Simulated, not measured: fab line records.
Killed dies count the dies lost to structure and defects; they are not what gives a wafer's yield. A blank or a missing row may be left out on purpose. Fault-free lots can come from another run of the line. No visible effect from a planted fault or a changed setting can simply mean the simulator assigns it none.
Which tool is to blame?	flow gf180mcu	24 lots, 72 wafers sampled, at 6 steps of a route of 602

## WHAT THE GAUGES SHOWED, per wafer
GF_M4_OVL_MEAS_15. Usual: M4_OVL typically reads 5 nm, with standard deviation 5.7.
lot	measured	on	M4_OVL (nm)	flag
L074	day 23 07:35	overlay-02	14 7 17	
L075	day 23 14:37	overlay-01	7 5 0	
L076	day 23 21:28	overlay-02	-4 -4 0	
L077	day 24 09:46	overlay-02	7 7 5	
L078	day 24 17:26	overlay-02	9 6 9	
L079	day 25 04:12	overlay-02	10 12 7	
L080	day 25 13:20	overlay-01	-2 7 -3	
L081	day 26 00:15	overlay-01	-2 4 -3	
L083	day 26 09:44	overlay-02	14 8 15	
L082	day 26 13:41	overlay-01	-1 3 1	
L084	day 27 06:18	overlay-02	8 8 5	
L085	day 27 15:24	overlay-02	13 6 3	
L086	day 27 16:52	overlay-01	14 12 10	
L087	day 28 01:03	overlay-01	1 0 -1	
L088	day 28 08:20	overlay-02	7 8 10	
L089	day 28 17:04	overlay-02	4 0 2	
L090	day 28 21:53	overlay-02	3 0 4	
L091	day 28 22:32	overlay-02	10 13 10	
L092	day 29 07:34	overlay-01	4 4 4	
L093	day 29 10:18	overlay-02	4 3 11	
L094	day 29 22:57	overlay-02	-3 -12 -2	
L095	day 30 01:06	overlay-01	8 -2 7	
L096	day 30 05:05	overlay-01	6 11 2	
L097	day 30 11:25	overlay-01	9 6 0	

GF_V4_BOW_MEAS_05. Usual: V4_BOW typically reads 133 um, with standard deviation 11.
lot	measured	on	V4_BOW (um)	flag
L074	day 23 08:56	film metro-03	134 142 142	
L075	day 23 15:53	film metro-03	140 134 130	
L076	day 23 22:44	film metro-01	132 143 128	
L077	day 24 11:02	film metro-01	134 117 129	
L078	day 24 18:43	film metro-03	120 127 122	
L079	day 25 05:27	film metro-03	140 140 130	
L080	day 25 14:35	film metro-04	130 133 127	
L081	day 26 01:34	film metro-04	129 149 131	
L083	day 26 10:58	film metro-04	142 151 147	
L082	day 26 14:57	film metro-03	130 133 131	
L084	day 27 07:32	film metro-04	127 126 120	
L085	day 27 16:59	film metro-04	113 116 126	
L086	day 27 18:08	film metro-04	140 130 153	
L087	day 28 02:17	film metro-01	125 124 120	
L088	day 28 09:37	film metro-04	135 140 143	
L089	day 28 18:19	film metro-03	130 143 128	
L090	day 28 23:11	film metro-01	130 120 132	
L091	day 28 23:50	film metro-04	127 124 139	
L092	day 29 08:49	film metro-01	161 148 153	
L093	day 29 11:32	film metro-03	119 122 111	
L094	day 30 00:14	film metro-04	126 133 129	
L095	day 30 02:28	film metro-01	143 135 139	
L096	day 30 06:23	film metro-03	123 119 121	
L097	day 30 12:43	film metro-04	145 157 158	

## WHICH TOOL RAN EACH LOT (tool, then ch and the chambers of the sampled wafers, then the start)
lot	GF_V3_CVD_23	GF_M4_SPUTTER_00	GF_M4_STRIP_17	GF_V4_CMP_04
L074	cvd w-02 ch 0,1, day 22 07:08	pvd sputter-02, day 22 07:43	plasma asher-04 ch 0,1, day 23 07:50	cmp-02 ch 0,2,3, day 23 08:44
L075	cvd w-02 ch 0,1, day 22 15:09	pvd sputter-01, day 22 15:42	plasma asher-02 ch 0,1, day 23 14:47	cmp-02 ch 0,2,3, day 23 15:42
L076	cvd w-02 ch 0,1, day 22 21:41	pvd sputter-04, day 22 22:16	plasma asher-04 ch 0,1, day 23 21:36	cmp-01 ch 0,1,3, day 23 22:31
L077	cvd w-02 ch 0,1, day 23 09:53	pvd sputter-02, day 23 10:26	plasma asher-04 ch 0,1, day 24 09:56	cmp-02 ch 0,1,2, day 24 10:47
L078	cvd w-02 ch 0,1, day 23 19:12	pvd sputter-04, day 23 19:47	plasma asher-04 ch 0,1, day 24 17:35	cmp-02 ch 1,2, day 24 18:25
L079	cvd w-01 ch 0,1, day 24 05:41	pvd sputter-04, day 24 06:16	plasma asher-04 ch 0,1, day 25 04:21	cmp-01 ch 0,1,2, day 25 05:09
L080	cvd w-01 ch 0,1, day 24 14:37	pvd sputter-04, day 24 15:12	plasma asher-04 ch 0,1, day 25 13:29	cmp-02 ch 0,2,3, day 25 14:17
L081	cvd w-01 ch 0,1, day 25 01:30	pvd sputter-04, day 25 02:05	plasma asher-02 ch 0,1, day 26 00:24	cmp-01 ch 0,1,3, day 26 01:22
L083	cvd w-01 ch 0,1, day 25 11:12	pvd sputter-02, day 25 11:47	plasma asher-03 ch 0,1, day 26 09:53	cmp-01 ch 2,3, day 26 10:40
L082	cvd w-01 ch 0,1, day 25 15:36	pvd sputter-02, day 25 16:11	plasma asher-02 ch 0,1, day 26 13:50	cmp-02 ch 0,1, day 26 14:38
L084	cvd w-01 ch 0,1, day 26 08:14	pvd sputter-01, day 26 08:49	plasma asher-03 ch 0,1, day 27 06:27	cmp-01 ch 1,2,3, day 27 07:20
L085	cvd w-02 ch 0,1, day 26 18:15	pvd sputter-02, day 26 18:55	plasma asher-02 ch 0,1, day 27 15:33	cmp-02 ch 1,2,3, day 27 16:41
L086	cvd w-02 ch 0,1, day 26 20:02	pvd sputter-04, day 26 20:35	plasma asher-04 ch 0,1, day 27 17:02	cmp-02 ch 0,1,3, day 27 17:53
L087	cvd w-02 ch 0,1, day 27 04:30	pvd sputter-04, day 27 05:05	plasma asher-04 ch 0,1, day 28 01:12	cmp-02 ch 0,1,2, day 28 01:59
L088	cvd w-01 ch 0,1, day 27 11:49	pvd sputter-02, day 27 12:24	plasma asher-03 ch 0,1, day 28 08:29	cmp-02 ch 1,2,3, day 28 09:19
L089	cvd w-01 ch 0,1, day 27 21:09	pvd sputter-04, day 27 21:44	plasma asher-04 ch 0, day 28 17:12	cmp-01 ch 0,1,2, day 28 18:03
L090	cvd w-01 ch 0,1, day 28 01:43	pvd sputter-01, day 28 02:19	plasma asher-02 ch 0,1, day 28 22:02	cmp-01 ch 1,3, day 28 22:52
L091	cvd w-02 ch 0,1, day 28 02:38	pvd sputter-04, day 28 03:14	plasma asher-04 ch 0,1, day 28 22:41	cmp-01 ch 2,3, day 28 23:31
L092	cvd w-01 ch 0,1, day 28 11:14	pvd sputter-01, day 28 11:50	plasma asher-04 ch 0, day 29 07:42	cmp-02 ch 1,3, day 29 08:29
L093	cvd w-02 ch 0,1, day 28 13:49	pvd sputter-01, day 28 14:24	plasma asher-03 ch 0,1, day 29 10:27	cmp-01 ch 0,1,3, day 29 11:17
L094	cvd w-02 ch 0,1, day 29 03:44	pvd sputter-01, day 29 04:19	plasma asher-02 ch 0,1, day 29 23:06	cmp-02 ch 1,2, day 29 23:56
L095	cvd w-01 ch 1, day 29 05:19	pvd sputter-02, day 29 06:01	plasma asher-02 ch 0,1, day 30 01:15	cmp-01 ch 0,1,2, day 30 02:16
L096	cvd w-01 ch 1, day 29 09:53	pvd sputter-04, day 29 10:33	plasma asher-02 ch 0, day 30 05:14	cmp-01 ch 0,3, day 30 06:04
L097	cvd w-02 ch 0,1, day 29 16:33	pvd sputter-01, day 29 17:08	plasma asher-02 ch 0,1, day 30 11:34	cmp-01 ch 0,2, day 30 12:26
- GF_V3_CVD_23: deposits W, target thk 350 nm, time 104.9 s.
- GF_M4_SPUTTER_00: material Ti, target thk 37.5 nm, time 150 s.
- GF_M4_STRIP_17: strips in O2/N2.
- GF_V4_CMP_04: polishes SiO2.

## AS READ BY THE TOOLS THEMSELVES (means over the sampled wafers that have a number; for cases with no such wafer, the mark the record gives instead)
GF_V3_CVD_23. Usual: heater power w reads 829 W (standard deviation 100).
lot	tool	heater power w (W)	flag
L074	cvd w-02	775	
L075	cvd w-02	871	
L076	cvd w-02	874	
L077	cvd w-02	870	
L078	cvd w-02	784	
L079	cvd w-01	821	
L080	cvd w-01	819	
L081	cvd w-01	819	
L083	cvd w-01	822	
L082	cvd w-01	822	
L084	cvd w-01	839	
L085	cvd w-02	869	
L086	cvd w-02	883	
L087	cvd w-02	869	
L088	cvd w-01	814	
L089	cvd w-01	853	
L090	cvd w-01	838	
L091	cvd w-02	793	
L092	cvd w-01	847	
L093	cvd w-02	779	
L094	cvd w-02	781	
L095	cvd w-01	805	
L096	cvd w-01	793	
L097	cvd w-02	860	

GF_M4_SPUTTER_00. Usual: substrate temp c 199.96 C, standard deviation 0.16; throttle valve pct 30.3 %, standard deviation 1.
lot	tool	substrate temp c (C)	throttle valve pct (%)	flag
L074	pvd sputter-02	199.94	31.3	
L075	pvd sputter-01	200.14	30.0	
L076	pvd sputter-04	200.07	29.4	
L077	pvd sputter-02	200.00	31.3	
L078	pvd sputter-04	200.04	29.7	
L079	pvd sputter-04	199.90	30.2	
L080	pvd sputter-04	199.94	30.2	
L081	pvd sputter-04	200.03	29.9	
L083	pvd sputter-02	199.96	31.4	
L082	pvd sputter-02	200.07	30.6	
L084	pvd sputter-01	199.94	30.7	
L085	pvd sputter-02	199.77	30.0	
L086	pvd sputter-04	200.23	30.4	
L087	pvd sputter-04	199.94	29.6	
L088	pvd sputter-02	199.89	30.5	
L089	pvd sputter-04	199.95	29.6	
L090	pvd sputter-01	199.93	30.5	
L091	pvd sputter-04	199.96	29.9	
L092	pvd sputter-01	200.05	30.0	
L093	pvd sputter-01	200.18	30.0	
L094	pvd sputter-01	199.94	30.7	
L095	pvd sputter-02	200.05	30.9	
L096	pvd sputter-04	199.81	30.0	
L097	pvd sputter-01	200.03	30.0	

GF_M4_STRIP_17. Usual: drypump motor current A 5.5 A, standard deviation 0.34; heater power w 353 W, standard deviation 46; oes product au 0.557 a.u., standard deviation 0.005; strip time to endpoint s 7.86 s, standard deviation 0.051.
lot	tool	drypump motor current A (A)	heater power w (W)	oes product au (a.u.)	strip time to endpoint s (s)	flag
L074	plasma asher-04	5.6	312	0.561	7.85	
L075	plasma asher-02	5.6	416	0.551	7.79	
L076	plasma asher-04	5.6	310	0.551	7.79	
L077	plasma asher-04	5.3	310	0.560	7.90	
L078	plasma asher-04	5.6	314	0.557	7.93	
L079	plasma asher-04	5.3	308	0.556	7.89	
L080	plasma asher-04	5.3	310	0.558	7.88	
L081	plasma asher-02	5.6	411	0.558	7.86	
L083	plasma asher-03	5.6	359	0.559	7.84	
L082	plasma asher-02	5.5	404	0.559	7.93	
L084	plasma asher-03	5.6	359	0.560	7.92	
L085	plasma asher-02	5.5	410	0.555	7.89	
L086	plasma asher-04	5.3	304	0.558	7.82	
L087	plasma asher-04	5.3	308	0.557	7.80	
L088	plasma asher-03	5.6	358	0.556	7.86	
L089	plasma asher-04	5.9	311	0.558	7.90	
L090	plasma asher-02	5.5	408	0.555	7.83	
L091	plasma asher-04	5.6	307	0.559	7.85	
L092	plasma asher-04	5.9	316	0.553	7.82	
L093	plasma asher-03	5.8	339	0.560	7.88	
L094	plasma asher-02	5.5	407	0.555	7.83	
L095	plasma asher-02	5.5	407	0.551	7.78	
L096	plasma asher-02	5.4	389	0.555	7.82	
L097	plasma asher-02	5.5	411	0.558	7.94	

GF_V4_CMP_04. Usual: edge zone pressure frac 1.000, standard deviation 0.0047; motor current A 12.6 A, standard deviation 1.1; retaining ring pressure frac 1.000, standard deviation 0.0051; time to endpoint s 81 s, standard deviation 4.2.
lot	tool	edge zone pressure frac	motor current A (A)	retaining ring pressure frac	time to endpoint s (s)	flag
L074	cmp-02	0.997	13.6	1.002	79	
L075	cmp-02	0.999	13.5	1.000	82	
L076	cmp-01	1.009	11.9	1.005	78	
L077	cmp-02	0.997	13.3	1.002	84	
L078	cmp-02	1.002	13.4	0.995	83	
L079	cmp-01	1.000	11.3	1.001	78	
L080	cmp-02	0.997	13.5	0.994	75	
L081	cmp-01	1.000	12.0	1.002	81	
L083	cmp-01	1.001	11.8	0.997	78	
L082	cmp-02	1.001	13.0	1.004	78	
L084	cmp-01	1.003	12.0	1.002	82	
L085	cmp-02	0.997	13.6	1.002	80	
L086	cmp-02	1.000	13.7	1.001	80	
L087	cmp-02	1.004	13.2	0.995	79	
L088	cmp-02	1.004	13.0	1.001	83	
L089	cmp-01	1.002	11.3	1.002	82	
L090	cmp-01	0.997	12.2	1.000	83	
L091	cmp-01	1.000	12.2	1.004	81	
L092	cmp-02	1.000	13.7	1.001	79	
L093	cmp-01	0.996	12.0	0.998	84	
L094	cmp-02	1.001	13.3	1.000	82	
L095	cmp-01	1.004	11.4	0.998	79	
L096	cmp-01	1.001	11.8	1.004	87	
L097	cmp-01	1.000	11.4	1.002	85	

## THE ANSWER, worked out from the rows above alone
Rule: a lot counts as off when the mean over its wafers that have a number is more than 3 standard deviations away from the usual mean. A lot without any number at a reading at which 4 lots or more have one is off too. Where the step has rows for the other lots, those lots are counted as sound. After the gauges, taken in route order, come the tools' own readings; for these a lot's mean is taken, as printed above. At the first step where some lot is off, the reading lying furthest off is the one used; lots without a number count as furthest.
Across all readings shown, no lot is off: no conclusion can be drawn from this.

## WHAT THE SIMULATOR HAD PUT IN
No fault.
